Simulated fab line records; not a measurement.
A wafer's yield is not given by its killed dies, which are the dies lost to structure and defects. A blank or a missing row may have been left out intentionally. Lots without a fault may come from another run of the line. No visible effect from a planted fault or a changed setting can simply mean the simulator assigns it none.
Chamber matching ; flow gf180mcu ; GF_CONTACT_CMP_04 on cmp-02: 4 sister chambers
The step polishes SiO2. 4 wafers are shown with their chamber, then 8 later ones without.

== WAFERS WITH THEIR CHAMBER ==
wafer;chamber;motor_current_A (A)
L737.2;0;9.3
L741.1;1;12.2
L741.3;3;12.6
L747.1;2;12.3

== WAFERS WITH NO CHAMBER GIVEN ==
wafer;motor_current_A (A)
L747.2;9.8
L747.3;13.4
L748.1;9.0
L748.4;12.0
L748.5;12.4
L751.1;12.2
L751.5;12.8
L751.6;12.0

== EACH ONE'S CHAMBER ==
wafer;from the rows above;in truth
L747.2;0;0
L747.3;can't be placed: 3 or 2 or 1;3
L748.1;0;0
L748.4;can't be placed: 1 or 2 or 3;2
L748.5;can't be placed: 2 or 3 or 1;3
L751.1;can't be placed: 1 or 2 or 3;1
L751.5;can't be placed: 3 or 2 or 1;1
L751.6;can't be placed: 1 or 2 or 3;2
2 of 8 placed correctly. From these rows, 6 cannot be placed; in 6 the true chamber is one of the candidates. Placed wrongly: 0.
How it was worked out, from the rows above alone: a wafer's distance from a chamber is the root of the sum, over the readings, of the square of ((its reading less the chamber's mean) divided by the reading's scatter). If the next closest chamber is less than 2 further off than the closest, the wafer can't be placed; otherwise it belongs to the closest. Each chamber's mean is taken over the wafers shown for it. The scatter: with one shown wafer a chamber, the root of the mean of the squares of how far each hidden wafer lies from its nearest shown one.
